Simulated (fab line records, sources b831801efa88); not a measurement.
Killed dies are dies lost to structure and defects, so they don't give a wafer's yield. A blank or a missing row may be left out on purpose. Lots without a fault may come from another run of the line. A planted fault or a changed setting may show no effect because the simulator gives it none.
One fault seen from 2 desks | flow gf180mcu | each desk has only its own numbers; what lay behind them comes last

THE METROLOGY DESK
What the gauges read, lot by lot, whatever tool the lot ran on: means of the sampled wafers that have a number. A lot is out of limits, marked OUT, if its mean lies more than 4 standard deviations from the usual mean; the brackets give that distance.
Columns: A = CONTACT_CVD_00_THK at GF_CONTACT_THK_MEAS_01, usual 299.7 nm; B = CONTACT_CVD_02_THK at GF_CONTACT_THK_MEAS_03, usual 860 nm
lot  | first seen here | A     | B
L878 | day 15 03:35    | 300.8 | 868
L879 | day 15 08:26    | 299.5 | 854
L882 | day 16 11:44    | 298.9 | 837
L886 | day 18 04:48    | 297.7 | 867
L887 | day 18 09:17    | 298.9 | 846
L889 | day 19 07:56    | 300.7 | 857
L891 | day 19 19:52    | 299.9 | 853
L893 | day 20 14:11    | 302.4 | 859
L894 | day 20 20:17    | 298.8 | 863
L898 | day 22 09:30    | 297.9 | 863
L899 | day 22 16:31    | 297.4 | 875
L900 | day 23 02:46    | 299.5 | 872
L901 | day 23 04:32    | 299.6 | 863
This desk's finding: nothing out of limits on any of the 13 lots.

THE TOOL OWNER'S DESK: wet_bench-04
The tool's own readings at GF_SAB_WET_ETCH_12 (etches SiO2 in dHF, target depth 22 nm, time 440 s): means of the sampled wafers that have a number, for each lot that ran on this tool. A lot is out of limits, marked OUT, if its mean lies more than 4 standard deviations from the usual mean; the brackets give that distance.
Columns: A = run_length_s at GF_SAB_WET_ETCH_12, usual 469 s
lot  | first seen here | A
L879 | day 15 07:32    | 471
L882 | day 16 10:51    | 271 (-51) OUT
L899 | day 22 15:35    | 464
L901 | day 23 03:38    | 466
This desk's finding: out of limits on L882; first on L882, day 16 10:51 (run_length_s at GF_SAB_WET_ETCH_12). In limits: L879, L899, L901.

PUT TOGETHER
The tool owner's desk could have raised an alarm at day 16 10:51, on L882.
The metrology desk saw nothing out of limits.
The metrology desk has L882 on record, within its limits.
Of the lots named, all ran GF_SAB_WET_ETCH_12 on wet_bench-04.

WHAT THE SIMULATOR HAD PUT IN
Process parameter drift: wet_bench-04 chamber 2, from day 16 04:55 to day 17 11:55, at GF_SAB_WET_ETCH_12. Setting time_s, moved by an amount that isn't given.
Lots struck among those shown: L882.
Hours from the fault's start to each desk's first reading out of limits: the tool owner's desk, 6.
